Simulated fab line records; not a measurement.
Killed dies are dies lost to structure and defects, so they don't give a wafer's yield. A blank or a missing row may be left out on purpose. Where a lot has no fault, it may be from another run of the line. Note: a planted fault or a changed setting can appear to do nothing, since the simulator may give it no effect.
What tool caused it? -- flow sky130 -- 72 wafers from 24 lots sampled at 6 of the route's 708 steps

## WHAT THE GAUGES SHOWED, per wafer
SKY_CONTACT_THK_MEAS_03. Usual: for CONTACT_HDPCVD_THK the level is 563 nm and the standard deviation is 4.6.
lot,measured,on,CONTACT_HDPCVD_THK (nm),flag
L074,day 30 12:58,film_metro-02,561 564 565,
L075,day 30 16:56,film_metro-03,564 563 565,
L076,day 31 05:46,film_metro-03,556 563 563,
L077,day 32 06:38,film_metro-02,565 556 565,
L078,day 32 15:23,film_metro-03,561 568 558,
L079,day 33 01:13,film_metro-02,559 559 561,
L081,day 33 09:23,film_metro-02,564 553 557,
L080,day 33 10:42,film_metro-03,571 564 568,
L082,day 34 01:48,film_metro-01,563 564 569,
L084,day 34 06:05,film_metro-02,556 561 560,
L083,day 34 10:40,film_metro-03,568 565 564,
L085,day 34 13:10,film_metro-02,567 563 565,
L086,day 34 18:47,film_metro-01,554 549 552,
L087,day 35 14:16,film_metro-02,565 566 568,
L088,day 35 16:49,film_metro-01,560 569 569,
L089,day 35 22:07,film_metro-02,563 561 563,
L090,day 36 02:07,film_metro-01,571 566 566,
L091,day 36 03:43,film_metro-01,560 558 561,
L092,day 36 07:31,film_metro-01,565 563 569,
L093,day 36 20:06,film_metro-03,564 565 560,
L094,day 37 02:25,film_metro-02,567 566 567,
L095,day 37 16:08,film_metro-03,562 561 561,
L096,day 37 16:23,film_metro-03,557 564 560,
L097,day 37 18:22,film_metro-03,571 564 564,

SKY_PASSIVATION_THK_MEAS_03. Usual: for PASSIVATION_CVD_02_THK the level is 543 nm and the standard deviation is 6.7.
lot,measured,on,PASSIVATION_CVD_02_THK (nm),flag
L074,day 43 21:22,film_metro-03,532 532 534,
L075,day 44 01:52,film_metro-03,538 540 556,
L076,day 44 12:31,film_metro-04,534 539 540,
L077,day 45 10:23,film_metro-04,532 526 542,
L078,day 45 17:16,film_metro-04,538 543 546,
L079,day 45 23:19,film_metro-03,541 551 544,
L081,day 46 03:41,film_metro-03,538 551 551,
L080,day 46 06:15,film_metro-03,541 542 544,
L082,day 46 20:50,film_metro-03,551 541 545,
L084,day 46 22:25,film_metro-03,539 542 548,
L083,day 46 23:59,film_metro-03,541 538 548,
L085,day 47 00:41,film_metro-04,540 546 552,
L086,day 47 08:03,film_metro-04,540 535 541,
L087,day 47 21:40,film_metro-03,540 544 554,
L088,day 48 01:13,film_metro-03,536 534 543,
L089,day 48 05:45,film_metro-04,537 545 541,
L090,day 48 07:32,film_metro-02,540 547 548,
L091,day 48 09:56,film_metro-02,542 551 540,
L092,day 48 12:34,film_metro-03,533 538 541,
L093,day 48 18:43,film_metro-03,537 542 561,
L094,day 49 01:17,film_metro-02,540 546 545,
L095,day 49 11:51,film_metro-02,538 540 548,
L096,day 49 12:16,film_metro-03,548 552 557,
L097,day 49 12:52,film_metro-02,540 549 549,

## WHAT TOOL EACH LOT RAN ON (gives the tool, then ch and the chambers of the sampled wafers, and finally the start)
lot,SKY_VIA1_CVD_21,SKY_METAL3_SPUTTER_01,SKY_METAL4_ETCH_17,SKY_VIA4_SPUTTER_17
L074,"cvd_w-01 ch 0,1, day 34 03:04","pvd_sputter-01, day 36 11:19","rie_diel-03 ch 0,1,2, day 41 20:01","pvd_sputter-02, day 42 20:50"
L075,"cvd_w-01 ch 0,1, day 34 08:13","pvd_sputter-02, day 36 16:14","rie_diel-03 ch 0,2,3, day 42 01:16","pvd_sputter-01, day 43 01:40"
L076,"cvd_w-01 ch 0,1, day 34 19:01","pvd_sputter-03, day 37 02:18","rie_diel-01 ch 0,2,3, day 42 11:30","pvd_sputter-02, day 43 12:14"
L077,"cvd_w-02 ch 0, day 35 20:08","pvd_sputter-03, day 38 04:28","rie_diel-01 ch 1,3, day 43 10:24","pvd_sputter-01, day 44 10:42"
L078,"cvd_w-01 ch 0,1, day 36 02:52","pvd_sputter-03, day 38 10:58","rie_diel-02 ch 0,1,2, day 43 17:08","pvd_sputter-04, day 44 17:55"
L079,"cvd_w-01 ch 0,1, day 36 12:34","pvd_sputter-02, day 38 20:11","rie_diel-01 ch 2,3, day 43 23:57","pvd_sputter-04, day 45 00:20"
L081,"cvd_w-01 ch 0,1, day 36 19:35","pvd_sputter-03, day 39 02:49","rie_diel-02 ch 1,2,3, day 44 04:46","pvd_sputter-01, day 45 04:52"
L080,"cvd_w-01 ch 0,1, day 36 21:17","pvd_sputter-03, day 39 05:10","rie_diel-03 ch 1,2,3, day 44 08:15","pvd_sputter-04, day 45 08:20"
L082,"cvd_w-01 ch 0,1, day 37 13:53","pvd_sputter-03, day 39 20:37","rie_diel-03 ch 0,1,3, day 44 23:02","pvd_sputter-04, day 45 22:05"
L084,"cvd_w-01 ch 0,1, day 37 16:40","pvd_sputter-01, day 39 23:26","rie_diel-02 ch 1,2, day 45 00:58","pvd_sputter-02, day 45 23:33"
L083,"cvd_w-01 ch 0,1, day 37 19:19","pvd_sputter-03, day 40 01:13","rie_diel-01 ch 0,1,3, day 45 02:56","pvd_sputter-01, day 46 01:31"
L085,"cvd_w-01 ch 0,1, day 37 23:16","pvd_sputter-03, day 40 05:29","rie_diel-03 ch 0,3, day 45 03:43","pvd_sputter-02, day 46 02:29"
L086,"cvd_w-01 ch 0,1, day 38 05:04","pvd_sputter-03, day 40 10:33","rie_diel-02 ch 1,2,3, day 45 10:55","pvd_sputter-04, day 46 09:28"
L087,"cvd_w-02 ch 0,1, day 39 00:55","pvd_sputter-01, day 41 05:53","rie_diel-03 ch 0,1,3, day 46 01:27","pvd_sputter-04, day 46 23:38"
L088,"cvd_w-02 ch 0, day 39 02:23","pvd_sputter-03, day 41 07:47","rie_diel-02 ch 0,2,3, day 46 04:44","pvd_sputter-02, day 47 03:14"
L089,"cvd_w-02 ch 0,1, day 39 07:16","pvd_sputter-02, day 41 12:05","rie_diel-01 ch 1,3, day 46 08:45","pvd_sputter-01, day 47 07:32"
L090,"cvd_w-01 ch 0,1, day 39 11:53","pvd_sputter-02, day 41 14:59","rie_diel-03 ch 0,1,2, day 46 11:09","pvd_sputter-02, day 47 09:07"
L091,"cvd_w-02 ch 0,1, day 39 13:32","pvd_sputter-03, day 41 18:07","rie_diel-02 ch 1,2,3, day 46 13:50","pvd_sputter-04, day 47 12:24"
L092,"cvd_w-01 ch 0,1, day 39 15:46","pvd_sputter-03, day 41 20:27","rie_diel-03 ch 1,2,3, day 46 16:44","pvd_sputter-01, day 47 14:44"
L093,"cvd_w-01 ch 0,1, day 40 04:55","pvd_sputter-02, day 42 07:52","rie_diel-03 ch 0,2,3, day 47 00:41","pvd_sputter-04, day 47 21:57"
L094,"cvd_w-01 ch 0,1, day 40 11:17","pvd_sputter-01, day 42 13:55","rie_diel-03 ch 0,2,3, day 47 06:25","pvd_sputter-02, day 48 04:34"
L095,"cvd_w-02 ch 0,1, day 40 23:02","pvd_sputter-03, day 43 01:31","rie_diel-03 ch 1,2,3, day 47 18:00","pvd_sputter-04, day 48 15:35"
L096,"cvd_w-02 ch 0,1, day 41 00:35","pvd_sputter-02, day 43 02:13","rie_diel-01 ch 0,1, day 47 19:00","pvd_sputter-02, day 48 16:25"
L097,"cvd_w-01 ch 0,1, day 41 01:38","pvd_sputter-01, day 43 03:32","rie_diel-03 ch 0,1,2, day 47 19:21","pvd_sputter-04, day 48 16:41"
- SKY_VIA1_CVD_21: deposits W, target thk 270 nm, time 80.902 s.
- SKY_METAL3_SPUTTER_01: material TiN, target thk 20 nm, time 16.7 s.
- SKY_METAL4_ETCH_17: etches SiO2 in C4F8/O2/Ar, stops on TiN, time 3.9 s, target depth 15 nm.
- SKY_VIA4_SPUTTER_17: material TiN, target thk 20 nm, time 80 s.

## WHAT THE TOOLS THEMSELVES READ (means of the sampled wafers that have a number; where no wafer has one, the mark that the record gives instead)
SKY_VIA1_CVD_21. Usual: heater_power_w 909 W, standard deviation 41.
lot,tool,heater_power_w (W),flag
L074,cvd_w-01,937,
L075,cvd_w-01,904,
L076,cvd_w-01,910,
L077,cvd_w-02,877,
L078,cvd_w-01,912,
L079,cvd_w-01,928,
L081,cvd_w-01,921,
L080,cvd_w-01,934,
L082,cvd_w-01,949,
L084,cvd_w-01,908,
L083,cvd_w-01,951,
L085,cvd_w-01,904,
L086,cvd_w-01,910,
L087,cvd_w-02,903,
L088,cvd_w-02,885,
L089,cvd_w-02,884,
L090,cvd_w-01,897,
L091,cvd_w-02,896,
L092,cvd_w-01,888,
L093,cvd_w-01,883,
L094,cvd_w-01,910,
L095,cvd_w-02,897,
L096,cvd_w-02,893,
L097,cvd_w-01,898,

SKY_METAL3_SPUTTER_01. Usual: throttle_valve_pct 30.5 %, standard deviation 0.76.
lot,tool,throttle_valve_pct (%),flag
L074,pvd_sputter-01,30.1,
L075,pvd_sputter-02,30.0,
L076,pvd_sputter-03,30.3,
L077,pvd_sputter-03,31.0,
L078,pvd_sputter-03,30.9,
L079,pvd_sputter-02,29.7,
L081,pvd_sputter-03,30.8,
L080,pvd_sputter-03,30.4,
L082,pvd_sputter-03,30.7,
L084,pvd_sputter-01,30.3,
L083,pvd_sputter-03,30.5,
L085,pvd_sputter-03,31.0,
L086,pvd_sputter-03,30.3,
L087,pvd_sputter-01,30.1,
L088,pvd_sputter-03,30.5,
L089,pvd_sputter-02,29.2,
L090,pvd_sputter-02,29.6,
L091,pvd_sputter-03,30.4,
L092,pvd_sputter-03,30.6,
L093,pvd_sputter-02,30.3,
L094,pvd_sputter-01,30.5,
L095,pvd_sputter-03,30.4,
L096,pvd_sputter-02,30.3,
L097,pvd_sputter-01,30.2,

SKY_METAL4_ETCH_17. Usual: chamber_pressure_mTorr 40.00 mTorr, standard deviation 0.036; oes_product_au 0.755 a.u., standard deviation 0.0071; rf_fwd_power_W 1468 W, standard deviation 9.
lot,tool,chamber_pressure_mTorr (mTorr),oes_product_au (a.u.),rf_fwd_power_W (W),flag
L074,rie_diel-03,39.99,0.758,1468,
L075,rie_diel-03,39.99,0.754,1464,
L076,rie_diel-01,40.02,0.755,1474,
L077,rie_diel-01,40.00,0.752,1463,
L078,rie_diel-02,39.99,0.760,1476,
L079,rie_diel-01,40.00,0.764,1480,
L081,rie_diel-02,40.01,0.757,1470,
L080,rie_diel-03,40.04,0.761,1463,
L082,rie_diel-03,39.97,0.757,1466,
L084,rie_diel-02,39.98,0.767,1466,
L083,rie_diel-01,39.98,0.749,1465,
L085,rie_diel-03,40.04,0.756,1466,
L086,rie_diel-02,39.98,0.748,1469,
L087,rie_diel-03,40.03,0.755,1470,
L088,rie_diel-02,40.01,0.749,1466,
L089,rie_diel-01,39.96,0.756,1466,
L090,rie_diel-03,40.01,0.751,1463,
L091,rie_diel-02,39.99,0.754,1473,
L092,rie_diel-03,40.00,0.743,1460,
L093,rie_diel-03,39.98,0.752,1470,
L094,rie_diel-03,39.98,0.753,1466,
L095,rie_diel-03,40.04,0.750,1464,
L096,rie_diel-01,39.99,0.755,1468,
L097,rie_diel-03,40.00,0.756,1462,

SKY_VIA4_SPUTTER_17. Usual: throttle_valve_pct 30.2 %, standard deviation 0.69.
lot,tool,throttle_valve_pct (%),flag
L074,pvd_sputter-02,29.6,
L075,pvd_sputter-01,29.9,
L076,pvd_sputter-02,29.8,
L077,pvd_sputter-01,30.3,
L078,pvd_sputter-04,30.4,
L079,pvd_sputter-04,29.9,
L081,pvd_sputter-01,30.3,
L080,pvd_sputter-04,30.5,
L082,pvd_sputter-04,30.4,
L084,pvd_sputter-02,29.4,
L083,pvd_sputter-01,30.2,
L085,pvd_sputter-02,30.0,
L086,pvd_sputter-04,30.4,
L087,pvd_sputter-04,30.5,
L088,pvd_sputter-02,29.7,
L089,pvd_sputter-01,30.1,
L090,pvd_sputter-02,29.2,
L091,pvd_sputter-04,30.0,
L092,pvd_sputter-01,30.1,
L093,pvd_sputter-04,30.0,
L094,pvd_sputter-02,29.7,
L095,pvd_sputter-04,30.2,
L096,pvd_sputter-02,30.3,
L097,pvd_sputter-04,30.3,

## THE ANSWER, worked out from the rows above alone
Rule: a lot counts as off when the mean over its wafers that have a number is more than 3 standard deviations away from the usual mean. Also off: a lot with no number at a reading for which 4 or more lots have one. Any other lot the step has rows for is counted as sound. After the gauges, taken in route order, come the tools' own readings; for these a lot's mean is taken, as printed above. The first step at which some lot is off is used, and at that step the reading that is off furthest; a lot without a number counts as furthest.
No lot is off at any reading shown: from this, nothing can be told.

## WHAT THE SIMULATOR HAD PUT IN
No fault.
